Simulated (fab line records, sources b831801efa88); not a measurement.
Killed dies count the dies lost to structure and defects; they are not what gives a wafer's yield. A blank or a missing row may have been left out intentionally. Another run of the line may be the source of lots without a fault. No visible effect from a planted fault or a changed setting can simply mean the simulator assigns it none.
Comparing a struck lot with a sound one ; flow sky130 ; 17 out of 708 route steps
Sound: these wafers, L235.1, L235.2, L235.3. The struck wafers were L234.1, L234.3, L234.6. The cause is given at the end.
Order at every step that has rows: each side's tool, ch and its chambers, its first start. Under that, the readings that differ: sound wafers ; struck wafers ; difference of the means ; sigmas: that difference in standard deviations of wafers without a fault.
alike: same words and numbers on both sides, and readings whose means sit less than 2 such deviations apart. not compared: any withheld reading, any reading some wafer has no value for, any bound like >300 that may hide the same value, and any number with overlapping values for which the record gives no deviation.
Wherever a step has rows on one side only, a row that says differs or no value, or a row with sigmas, the two part there. Non-overlapping numbers with no deviation appear without sigmas and do not part them. Lack of a reading on every wafer of one side parts them only where that side has two or more wafers.

first, 4 steps without rows for these wafers: SKY_VIA1_STRIP_17 (strips in post etch residue remover, time 1200 s); SKY_VIA1_CLEAN_18 (cleans in IPA, time 180 s); SKY_VIA1_CLEAN_19 (cleans in O3/DIW); SKY_VIA1_SPUTTER_20 (material TiN, target thk 20 nm, time 80 s).
SKY_VIA1_CVD_21: deposits W, target thk 270 nm, time 80.902 s.
  sound on cvd_w-01 ch 0,1, day 40 21:41; struck on cvd_w-01 ch 0,1, day 40 15:08
  alike: heater_power_outer_w, heater_power_w
SKY_VIA1_RS_MEAS_22: uses a four-point probe to measure.
  sound on film_metro-03 at day 40 21:47; struck on film_metro-01 at day 40 15:14
  alike: VIA1_W_RS
SKY_VIA1_THK_MEAS_23: measures by xrf.
  sound on film_metro-03 at day 40 21:54; struck on film_metro-01 at day 40 15:22
  alike: VIA1_W_THK
SKY_VIA1_CMP_24: polishes, stops on SiO2, t overpolish 15 s, target thk 0 nm.
  sound on cmp-02 ch 0,1,2, day 40 21:58; struck on cmp-02 ch 0,1,3, day 40 15:25
  alike: head_pressure_psi, motor_current_A, overpolish_run_s, time_to_endpoint_s
SKY_METAL2_SPUTTER_00: material Ti, target thk 15 nm, time 10 s.
  sound on pvd_sputter-04 at day 40 22:16; struck on pvd_sputter-01 at day 40 15:43
  alike: cathode_dc_power_W, chamber_pressure_pa, throttle_valve_pct
then, 1 step without rows for these wafers: SKY_METAL2_SPUTTER_01 (material TiN, target thk 20 nm, time 16.7 s).
SKY_METAL2_SPUTTER_02: material AlCu, target thk 250 nm, time 13.3 s.
  sound on pvd_sputter-04 at day 40 22:19; struck on pvd_sputter-01 at day 40 15:46
  alike: cathode_dc_power_W, chamber_pressure_pa, throttle_valve_pct
SKY_METAL2_SPUTTER_03: material Ti, target thk 5 nm, time 3.3 s.
  sound on pvd_sputter-04 at day 40 22:20; struck on pvd_sputter-01 at day 40 15:47
  alike: cathode_dc_power_W, chamber_pressure_pa, throttle_valve_pct
SKY_METAL2_SPUTTER_04: material TiN, target thk 70 nm, time 58.3 s.
  sound on pvd_sputter-04 at day 40 22:21; struck on pvd_sputter-01 at day 40 15:49
  no value came back on the struck wafers for cathode_dc_power_W (W), chamber_pressure_pa (Pa), throttle_valve_pct (%); on the sound wafers cathode_dc_power_W (W) reads 6500.7 6500.3 6498.0
SKY_METAL2_RS_MEAS_05: uses a four-point probe to measure.
  sound on film_metro-02 at day 40 22:24; struck on film_metro-02 at day 40 15:52
  alike: METAL2_ALCU_RS
SKY_METAL2_THK_MEAS_06: measures by xrf.
  sound on film_metro-02 at day 40 22:31; struck on film_metro-02 at day 40 15:59
reading;sound;struck;difference;sigmas
METAL2_ALCU_THK (nm);246 241 242;286 287 284;+43;+12
then, 1 step without rows for these wafers: SKY_METAL2_DEHYDRATE_07 (time 60 s).
-- the record jumps here: 10 days lie between the struck wafers' starts before and after (it left off in module METAL2 and takes up again in module PAD_OPEN, whose first step shown is number 708 of the route) --
SKY_PAD_OPEN_PROBE_99:
  sound on prober-01 at day 51 00:56; struck on prober-02 at day 50 22:08
reading;sound;struck;difference;sigmas
model.etest.via2_chain.rc_ohm;9.232 9.42 9.5;16.88 17.16 16.11;+7.33;
  alike: defect_limited_yield, killed_at_M0_to_M3, killed_at_M4_up, killed_at_contacts, killed_at_front_end, killed_at_other, killed_dies, killed_on_rim, killed_open, killed_short

== WHERE THEY PART ==
Last at SKY_METAL2_THK_MEAS_06 as far as this record goes, first at SKY_METAL2_SPUTTER_04. Later steps at which nothing parts them and some readings are alike: SKY_PAD_OPEN_PROBE_99.

WHY: the cause the simulator had injected
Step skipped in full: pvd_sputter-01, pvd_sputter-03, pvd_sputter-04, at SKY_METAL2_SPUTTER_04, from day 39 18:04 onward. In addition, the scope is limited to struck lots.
